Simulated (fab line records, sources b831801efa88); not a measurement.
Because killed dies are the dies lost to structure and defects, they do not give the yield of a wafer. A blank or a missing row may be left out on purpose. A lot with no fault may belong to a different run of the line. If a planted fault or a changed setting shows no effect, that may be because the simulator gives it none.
8D (eight disciplines) problem report, filled in by code    flow gf180mcu    the parts of the form that need people (team, actions taken, sign-off) are left out

== 1. WHAT IS WRONG ==
HV_LDD_2_TW at GF_HV_LDD_TW_MEAS_23 reads a mean of 932 on 9 wafers of 3 lots; wafers without a fault read 1058 with a standard deviation of 9.6. Measured from the usual mean, that is -13 standard deviations.
Earliest sighting: wafer L715.1 on film_metro-03 at day 14 15:38. The record holds 36 wafers of 13 lots with a number at this step. Rule for "out" (also "out of limits"): further than 4 standard deviations from the usual mean. The other wafers with a number count as sound.

== 2. WHAT IT IS AND WHAT IT IS NOT ==
question                     is                            is not
which readings at this step  HV_LDD_2_TW                   -
which lots                   L715, L716, L718              L703, L706, L707, L708, L710, L721, L722, L723, L725, L726
which wafers of those lots   all that have a number        -
read on which gauges         film_metro-02, film_metro-03  film_metro-01
when                         from day 14 15:38             up to then (14 sound wafers); but 13 sound wafers of L721, L722, L723, L725, L726 came after

== 3. SUSPECTS, AND WHAT RULES EACH OUT ==
Counting: any tool at a process step up to the reading is kept as a suspect provided that every lot that is out went through it and no sound lot did after the first of them.
- the gauge at GF_HV_LDD_TW_MEAS_23: ruled out. 2 gauges (film_metro-02, film_metro-03) read the wafers that are out.
- implanter-01 at GF_HV_LDD_IMPLANT_21: kept. It processed each lot that is out, first L715 at day 14 15:23, and no sound lot thereafter; up to then, the last sound lot it processed was L710 at day 13 06:14. Its own readings are out on those wafers: dose_ions_cm2, faraday_current_uA.
Left after counting: implanter-01 at GF_HV_LDD_IMPLANT_21.

== 4. THE CAUSE (what the simulator had put in) ==
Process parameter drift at GF_HV_LDD_IMPLANT_21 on implanter-01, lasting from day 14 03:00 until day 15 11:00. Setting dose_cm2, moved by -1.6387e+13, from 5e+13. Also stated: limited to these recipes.
Only this tool survived the counting.

== 5. THE CHAIN OF EFFECTS, in route order ==
One row per reading whose mean, taken over the struck wafers that have a number, lies over 3 standard deviations from the usual. Only readings for which the record gives a usual standard deviation are gone through. hours: the time from each lot's start at the first step in this table that gives one to its start at this step, as a median over the lots. sigmas: the change in usual standard deviations.
hours  step                  reading             usual      on struck wafers  change      sigmas
0      GF_HV_LDD_IMPLANT_21  dose_ions_cm2       5.001e+13  3.361e+13         -1.640e+13  -99 or more
0      GF_HV_LDD_IMPLANT_21  faraday_current_uA  282        191               -91         -16
0      GF_HV_LDD_TW_MEAS_23  HV_LDD_2_TW         1058       932               -126        -13
The process steps in it:
- GF_HV_LDD_IMPLANT_21

== 6. HOW IT WOULD HAVE BEEN CAUGHT EARLIER ==
Counted from the fault's start at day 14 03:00, it took 13 hours until the first out-of-limits reading at a measuring or inspecting step in this record, taken at day 14 15:38.
The tool's own readings at GF_HV_LDD_IMPLANT_21 were out on every struck wafer that the step has a row for (dose_ions_cm2, faraday_current_uA): an alarm limit on them would have fired on the first of those.
L716, L718, from the lots that are out (3), started GF_HV_LDD_IMPLANT_21 on implanter-01 later than day 14 15:38. A hold on the tool at that time would have spared those 2.
